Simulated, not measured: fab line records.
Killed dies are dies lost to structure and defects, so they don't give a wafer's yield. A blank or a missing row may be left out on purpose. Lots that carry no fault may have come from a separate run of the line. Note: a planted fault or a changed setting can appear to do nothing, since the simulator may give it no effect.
One fault through the eyes of 2 desks || flow sky130 || only its own numbers are on each desk; what lay behind them is given at the end

## AT THE METROLOGY DESK
Means of the sampled wafers that have a number, per lot and without regard to the tool the lot ran on: this is what the gauges read. Marked OUT: a lot whose mean sits more than 4 standard deviations from the usual mean, which makes it out of limits; the brackets give that distance.
Columns: A = FIELD_ISO_OXIDATION_00_THK at SKY_FIELD_ISO_THK_MEAS_02, usual 11.97 nm; B = NWELL_RS at SKY_NWELL_RS_MEAS_29, usual 623.8 ohm/sq; C = GATE_OXIDE_OVL at SKY_GATE_OXIDE_OVL_MEAS_10, usual 0.5 nm; D = METAL1_OVL at SKY_METAL1_OVL_MEAS_16, usual 4 nm
{"lot": "L252", "first seen here": "day 1 17:32", "A": 11.89, "B": 623.6, "C": -0.9, "D": -1}
{"lot": "L253", "first seen here": "day 1 21:52", "A": 11.67, "B": 624.9, "C": 1.3, "D": 9}
{"lot": "L255", "first seen here": "day 2 08:25", "A": 11.93, "B": 623.4, "C": 1.3, "D": -7}
{"lot": "L257", "first seen here": "day 2 18:55", "A": 11.77, "B": 622.2, "C": 1.7, "D": 5}
{"lot": "L258", "first seen here": "day 2 23:05", "A": 11.76, "B": 624.2, "C": 0.2, "D": 7}
{"lot": "L259", "first seen here": "day 3 03:38", "A": 12.04, "B": 619.9, "C": -0.0, "D": 10}
{"lot": "L262", "first seen here": "day 3 18:38", "A": 12.03, "B": 621.3, "C": 0.6, "D": 4}
{"lot": "L264", "first seen here": "day 4 04:38", "A": 12.20, "B": 629.7, "C": 1.5, "D": 1}
{"lot": "L267", "first seen here": "day 4 21:28", "A": 11.94, "B": 629.6, "C": 1.2, "D": 7}
{"lot": "L271", "first seen here": "day 5 15:38", "A": 11.59, "B": 620.8, "C": -1.1, "D": 14}
{"lot": "L272", "first seen here": "day 5 20:54", "A": 11.98, "B": 624.9, "C": 2.4, "D": 4}
{"lot": "L273", "first seen here": "day 6 02:47", "A": 11.87, "B": 623.6, "C": -0.9, "D": 12}
{"lot": "L274", "first seen here": "day 6 07:13", "A": 11.80, "B": 622.1, "C": -0.8, "D": 2}
This desk's verdict: no lot among the 13 shows anything out of limits.

## AT THE TOOL OWNER'S DESK: implanter-01
SKY_NWELL_IMPLANT_11, tool's own readings: per-lot mean of the sampled wafers with a number, covering each lot this tool ran. Marked OUT: a lot whose mean sits more than 4 standard deviations from the usual mean, which makes it out of limits; the brackets give that distance.
Columns: A = beam_energy_keV at SKY_NWELL_IMPLANT_11, usual 400.00
{"lot": "L252", "first seen here": "day 5 00:56", "A": 400.14}
{"lot": "L253", "first seen here": "day 5 02:54", "A": 400.03}
{"lot": "L255", "first seen here": "day 5 13:50", "A": 399.93}
{"lot": "L257", "first seen here": "day 6 03:41", "A": 399.93}
{"lot": "L264", "first seen here": "day 7 15:49", "A": "386.51 (-99 or more) OUT"}
{"lot": "L267", "first seen here": "day 8 12:19", "A": "386.25 (-99 or more) OUT"}
This desk finds L264, L267 out of limits, L264 being first, at day 7 15:49 (beam_energy_keV at SKY_NWELL_IMPLANT_11). L252, L253, L255, L257: within limits.

## BROUGHT TOGETHER
At day 7 15:49, on L264, L267, the tool owner's desk was in a position to raise an alarm.
At the metrology desk, nothing out of limits was observed.
The metrology desk holds a record of L264, L267, inside its limits.
SKY_NWELL_IMPLANT_11 was run on implanter-01 by each of the lots named.

## WHAT THE SIMULATOR PUT IN
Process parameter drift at SKY_NWELL_IMPLANT_11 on implanter-01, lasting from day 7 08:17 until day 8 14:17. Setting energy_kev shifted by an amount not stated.
Shown lots that were struck: L264, L267.
Hours from the fault's start to each desk's first reading out of limits: the tool owner's desk, 8.
